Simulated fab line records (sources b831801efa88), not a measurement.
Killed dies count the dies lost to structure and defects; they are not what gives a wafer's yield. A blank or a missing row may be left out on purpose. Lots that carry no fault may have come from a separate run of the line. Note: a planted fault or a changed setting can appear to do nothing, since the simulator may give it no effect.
The tool behind it: which one? :: flow gf180mcu :: 12 lots, 36 wafers sampled, at 1 step of a route of 602

## WHAT THE GAUGES READ, wafer by wafer
GF_M2_OVL_MEAS_15.
lot: L075
measured: day 19 08:02
on: overlay-02
M2_OVL (nm): -9 1 0

lot: L077
measured: day 20 05:36
on: overlay-02
M2_OVL (nm): -5 -1 1

lot: L079
measured: day 20 21:19
on: overlay-02
M2_OVL (nm): 3 -6 3

lot: L081
measured: day 21 22:56
on: overlay-02
M2_OVL (nm): 4 8 12

lot: L083
measured: day 22 12:36
on: overlay-02
M2_OVL (nm): -2 5 -3

lot: L085
measured: day 23 16:10
on: overlay-02
M2_OVL (nm): -5 -1 -7

lot: L087
measured: day 24 03:39
on: overlay-02
M2_OVL (nm): -1 0 4

lot: L090
measured: day 25 00:43
on: overlay-01
M2_OVL (nm): 5 5 9

lot: L091
measured: day 25 09:37
on: overlay-02
M2_OVL (nm): 7 -1 7

lot: L093
measured: day 25 19:43
on: overlay-02
M2_OVL (nm): -8 -1 0

lot: L096
measured: day 26 20:34
on: overlay-02
M2_OVL (nm): -6 -4 1

lot: L097
measured: day 27 06:50
on: overlay-02
M2_OVL (nm): 1 5 0

## WHICH TOOL RAN EACH LOT (tool, then ch and the chambers of the sampled wafers, then the start)
Before these readings, the record contains no process step.

## THE ANSWER, worked out from the rows above alone
Rule: usual is defined by the lots themselves. Put in order of their means at a reading, lots are off if they are a third of the lots or fewer, leave a main group of 4 or more, and stand apart from it by a gap of 3 or more times the standard deviation of the main group's means; of several such gaps the widest counts. A main group whose means are all the same, to the digits that the tables above print for the reading, isn't used. A lot without any number at a reading at which 4 lots or more have one is off too. The other lots that the step has rows for count as sound.
No lot is off at any reading shown: from this, nothing can be told.

## WHAT THE SIMULATOR HAD PUT IN
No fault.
